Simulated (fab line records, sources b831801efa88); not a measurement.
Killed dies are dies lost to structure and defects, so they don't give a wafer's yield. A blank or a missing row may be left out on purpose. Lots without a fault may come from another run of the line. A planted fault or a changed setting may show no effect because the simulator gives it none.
One fault seen from 2 desks | flow gf180mcu | each desk has only its own numbers; what lay behind them comes last

THE METROLOGY DESK
What the gauges read, lot by lot, whatever tool the lot ran on: means of the sampled wafers that have a number. A lot is out of limits, marked OUT, if its mean lies more than 4 standard deviations from the usual mean; the brackets give that distance.
Columns: A = V2_CVD_02_THK at GF_V2_THK_MEAS_03, usual 849 nm; B = V2_W_RS at GF_V2_RS_MEAS_24, usual 0.3279 ohm/sq; C = V2_W_THK at GF_V2_THK_MEAS_25, usual 354 nm; D = M3_ALCU_RS at GF_M3_RS_MEAS_05, usual 0.0697 ohm/sq
lot  | first seen here | A   | B                 | C              | D
L663 | day 19 02:19    | 852 | 0.3215            | 365            | 0.0694
L664 | day 19 12:13    | 843 | 0.3304            | 356            | 0.0701
L666 | day 20 10:14    | 850 | 0.3288            | 356            | 0.0689
L671 | day 22 09:44    | 846 | 0.3488 (+7.0) OUT | 336 (-4.3) OUT | 0.0709
L672 | day 22 22:19    | 843 | 0.3760 (+16) OUT  | 313 (-10) OUT  | 0.0700
L674 | day 23 09:35    | 859 | 0.3284            | 349            | 0.0710
L682 | day 26 00:23    | 832 | 0.3256            | 353            | 0.0693
L683 | day 26 08:28    | 845 | 0.3320            | 351            | 0.0702
L684 | day 26 17:39    | 852 | 0.3292            | 354            | 0.0708
L685 | day 26 21:23    | 847 | 0.3306            | 353            | 0.0698
L686 | day 26 23:40    | 848 | 0.3289            | 350            | 0.0690
This desk's finding: out of limits on L671, L672; first on L671, day 23 10:19 (V2_W_RS at GF_V2_RS_MEAS_24). In limits: L663, L664, L666, L674, L682, L683, L684, L685, L686.

THE TOOL OWNER'S DESK: cvd_w-01
The tool's own readings at GF_V2_CVD_23 (deposits W, target thk 350 nm, time 104.94 s): means of the sampled wafers that have a number, for each lot that ran on this tool. A lot is out of limits, marked OUT, if its mean lies more than 4 standard deviations from the usual mean; the brackets give that distance.
Columns: A = chamber_pressure_Torr at GF_V2_CVD_23, usual 40.00 Torr; B = heater_power_w at GF_V2_CVD_23, usual 769 W; C = susceptor_temp_C at GF_V2_CVD_23, usual 400.06 C
lot  | first seen here | A     | B   | C
L663 | day 20 04:09    | 39.96 | 739 | 400.15
L666 | day 21 11:18    | 40.02 | 802 | 400.08
L671 | day 23 10:11    | 40.04 | 848 | 396.26 (-15) OUT
L672 | day 23 22:48    | 39.97 | 772 | 392.55 (-30) OUT
This desk's finding: out of limits on L671, L672; first on L671, day 23 10:11 (susceptor_temp_C at GF_V2_CVD_23). In limits: L663, L666.

PUT TOGETHER
The tool owner's desk could have raised an alarm at day 23 10:11, on L671, L672.
The metrology desk could have raised an alarm at day 23 10:19, on L671, L672.
Of the lots named, all ran GF_V2_CVD_23 on cvd_w-01.

WHAT THE SIMULATOR HAD PUT IN
Process parameter drift: cvd_w-01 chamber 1, from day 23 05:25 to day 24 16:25, at GF_V2_CVD_23. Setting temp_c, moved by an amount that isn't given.
Lots struck among those shown: L671, L672.
Hours from the fault's start to each desk's first reading out of limits: the tool owner's desk, 5; the metrology desk, 5.
